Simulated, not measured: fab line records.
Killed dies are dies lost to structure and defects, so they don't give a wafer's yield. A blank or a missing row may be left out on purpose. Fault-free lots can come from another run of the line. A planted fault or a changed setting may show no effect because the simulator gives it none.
Matching of chambers | flow gf180mcu | pecvd-04 running GF_MIM_CVD_05: 3 sister chambers
The step deposits Si3N4, target thk 42 nm, time 29.086 s. 24 wafers are shown with their chamber, then 12 later ones without.

## WAFERS PAIRED WITH THEIR CHAMBERS
wafer  | chamber | rfFwdPowerW (W) | heaterPowerW (W) | susceptorTempC (C)
L074.3 | 1       | 444.2           | 513              | 384.80
L074.5 | 2       | 442.1           | 746              | 385.25
L074.6 | 0       | 445.2           | 656              | 385.12
L076.2 | 2       | 445.1           | 619              | 385.15
L076.3 | 0       | 445.6           | 544              | 384.84
L076.6 | 2       | 445.1           | 622              | 384.84
L078.4 | 2       | 441.9           | 705              | 385.12
L078.5 | 0       | 443.4           | 649              | 385.16
L078.6 | 1       | 445.6           | 615              | 384.78
L081.3 | 1       | 445.2           | 621              | 384.81
L081.5 | 2       | 442.1           | 668              | 385.14
L081.6 | 1       | 445.6           | 617              | 384.89
L082.3 | 2       | 441.7           | 710              | 385.39
L082.5 | 2       | 442.9           | 715              | 385.07
L082.6 | 1       | 444.6           | 628              | 384.97
L086.3 | 1       | 446.2           | 586              | 385.17
L086.4 | 2       | 444.8           | 714              | 384.96
L086.6 | 0       | 444.9           | 618              | 385.07
L087.2 | 2       | 442.7           | 713              | 384.95
L087.3 | 0       | 446.7           | 658              | 384.90
L087.6 | 0       | 445.4           | 668              | 384.94
L090.3 | 1       | 445.4           | 619              | 384.97
L090.5 | 2       | 442.2           | 739              | 385.07
L090.6 | 0       | 445.0           | 620              | 385.25

SIGNATURES (means of the wafers above)
reading        | chamber 0 | chamber 1 | chamber 2 | scatter within a chamber
rfFwdPowerW    | 445.171   | 445.257   | 443.060   | 1.11
heaterPowerW   | 630.43    | 599.86    | 695.10    | 42.8
susceptorTempC | 385.0400  | 384.9129  | 385.0940  | 0.15
Rule: a wafer's distance from a chamber is the root of the sum, over the readings, of the square of ((its reading less the chamber's mean) divided by the reading's scatter). If the next closest chamber is less than 2 further off than the closest, the wafer can't be placed; otherwise it belongs to the closest. The scatter: take each reading less its chamber's mean, square it, sum over the shown wafers, divide by the number of wafers less the number of chambers, and take the root.

## WAFERS WITH NO CHAMBER GIVEN
wafer  | rfFwdPowerW (W) | heaterPowerW (W) | susceptorTempC (C)
L091.1 | 445.1           | 665              | 385.08
L091.4 | 443.6           | 587              | 384.83
L091.5 | 443.5           | 669              | 384.83
L093.2 | 442.2           | 591              | 384.97
L093.4 | 444.0           | 595              | 384.62
L093.5 | 446.4           | 558              | 385.35
L094.2 | 444.1           | 728              | 385.29
L094.3 | 447.2           | 665              | 384.87
L094.4 | 447.1           | 603              | 385.11
L095.2 | 447.0           | 549              | 385.25
L095.5 | 444.4           | 613              | 384.91
L095.6 | 444.1           | 733              | 384.98

## WHICH CHAMBER EACH WENT THROUGH
wafer  | from the rows above          | in truth
L091.1 | can't be placed: 0 or 1 or 2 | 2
L091.4 | can't be placed: 1 or 0 or 2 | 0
L091.5 | can't be placed: 2 or 0 or 1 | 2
L093.2 | can't be placed: 2 or 1 or 0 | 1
L093.4 | can't be placed: 1 or 0 or 2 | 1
L093.5 | can't be placed: 0 or 1 or 2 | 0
L094.2 | can't be placed: 2 or 0      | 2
L094.3 | can't be placed: 0 or 1 or 2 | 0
L094.4 | can't be placed: 0 or 1      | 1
L095.2 | can't be placed: 0 or 1      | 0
L095.5 | can't be placed: 1 or 0 or 2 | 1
L095.6 | can't be placed: 2 or 0 or 1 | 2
Correct placement for 0 of the 12. From these rows, 12 cannot be placed; in 12 the true chamber is one of the candidates. Wrongly placed: 0.
